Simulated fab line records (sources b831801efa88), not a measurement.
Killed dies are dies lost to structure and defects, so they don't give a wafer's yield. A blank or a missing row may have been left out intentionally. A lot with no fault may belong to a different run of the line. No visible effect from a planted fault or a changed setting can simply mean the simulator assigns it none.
A lot that was struck, set against a sound lot | flow sky130 | 15 out of 708 route steps
Sound: these wafers, L152.2, L152.3, L152.5. Wafers L156.1, L156.2, L156.6 were the ones struck. The cause is named last.
For every step that has rows: the tool of each side, followed by ch and its chambers, followed by its first start. Under that, the readings that differ: sound wafers | struck wafers | difference of the means | sigmas: that difference in standard deviations of wafers without a fault.
alike: same words and numbers on both sides, and readings whose means sit less than 2 such deviations apart. not compared: any withheld reading, any reading some wafer has no value for, any bound like >300 that may hide the same value, and any number with overlapping values for which the record gives no deviation.
Wherever a step has rows on one side only, a row that says differs or no value, or a row with sigmas, the two part there. Numbers that don't overlap but have no deviation are shown without sigmas and don't part them. A reading missing from all wafers of one side parts the sides only when that side holds two or more wafers.

SKY_METAL4_METAL_ETCH_18: etches the open film in Cl2/BCl3, stops on SiO2, target depth 845 nm, time 183.1 s.
  sound on rieMetal-02 ch 0,1, day 44 15:37; struck on rieMetal-04 ch 0,1, day 45 15:19
reading                  | sound       | struck      | difference | sigmas
drypumpMotorCurrentA (A) | 5.1 5.3 5.3 | 6.3 6.1 6.3 | +1.0       | +2
  alike: chamberPressureMTorr, oesProductAu, throttleValvePct
  not compared: rfHoursCounterH
SKY_METAL4_STRIP_19: strips in O2/N2.
  sound on plasmaAsher-01 ch 0,1, day 44 15:47; struck on plasmaAsher-01 ch 0,1, day 45 15:29
  alike: chamberPressureMTorr, drypumpMotorCurrentA, oesProductAu, stripTimeToEndpointS
  not compared: rfHoursCounterH
then, 4 steps without rows for these wafers: SKY_METAL4_STRIP_20 (strips in post etch residue remover, time 1200 s); SKY_METAL4_CLEAN_21 (cleans in IPA, time 180 s); SKY_METAL4_CLEAN_22 (cleans in O3/DIW); SKY_VIA4_HDPCVD_00 (deposits SiO2, target thk 1750 nm, time 291.7 s).
SKY_VIA4_THK_MEAS_01:
  sound on filmMetro-01 at day 44 16:34; struck on filmMetro-01 at day 45 16:18
  alike: VIA4_HDPCVD_THK
SKY_VIA4_CMP_02: polishes SiO2.
  sound on cmp-02 ch 0,3, day 44 16:40; struck on cmp-01 ch 0,2, day 45 16:25
  alike: motorCurrentA
SKY_VIA4_BOW_MEAS_03:
  sound on filmMetro-02 at day 44 16:56; struck on filmMetro-02 at day 45 16:40
  alike: VIA4_BOW
then, 3 steps without rows for these wafers: SKY_VIA4_DEHYDRATE_04 (time 60 s); SKY_VIA4_HMDS_05 (prime time 60 s); SKY_VIA4_COAT_06 (resist thk 1140 nm).
SKY_VIA4_SOFTBAKE_07: time 60 s.
  sound on lithoTrack-03 ch 0, day 45 05:10; struck on lithoTrack-04 ch 0, day 46 04:20
reading        | sound             | struck            | difference | sigmas
runLengthS (s) | 89.40 89.42 89.46 | 95.39 95.46 95.35 | +5.97      | +46
  alike: exhaustPa, resistLineTempC
then, 1 step without rows for these wafers: SKY_VIA4_EXPOSE_08 (exposes mask VIM4, target cd 800 nm).
-- the record jumps here: 3 days lie between the struck wafers' starts before and after (it left off in module VIA4 and takes up again in module PAD_OPEN, whose first step shown is number 708 of the route) --
SKY_PAD_OPEN_PROBE_99:
  sound on prober-02 at day 48 07:44; struck on prober-02 at day 49 04:28
  alike: defectLimitedYield, killed_at_M0_to_M3, killed_at_M4_up, killedAtContacts, killedAtFrontEnd, killedAtOther, killedDies, killedOpen, killedShort, sort_bin_3_pad_short, sort_bin_5_function, sort_bin_6_memory, sortNPass, sortYieldPct

WHERE THEY PART
At SKY_METAL4_METAL_ETCH_18 first; at SKY_VIA4_SOFTBAKE_07 last (within this record only). Later steps at which nothing parts them and some readings are alike: SKY_PAD_OPEN_PROBE_99.

WHY: what had been put in by the simulator
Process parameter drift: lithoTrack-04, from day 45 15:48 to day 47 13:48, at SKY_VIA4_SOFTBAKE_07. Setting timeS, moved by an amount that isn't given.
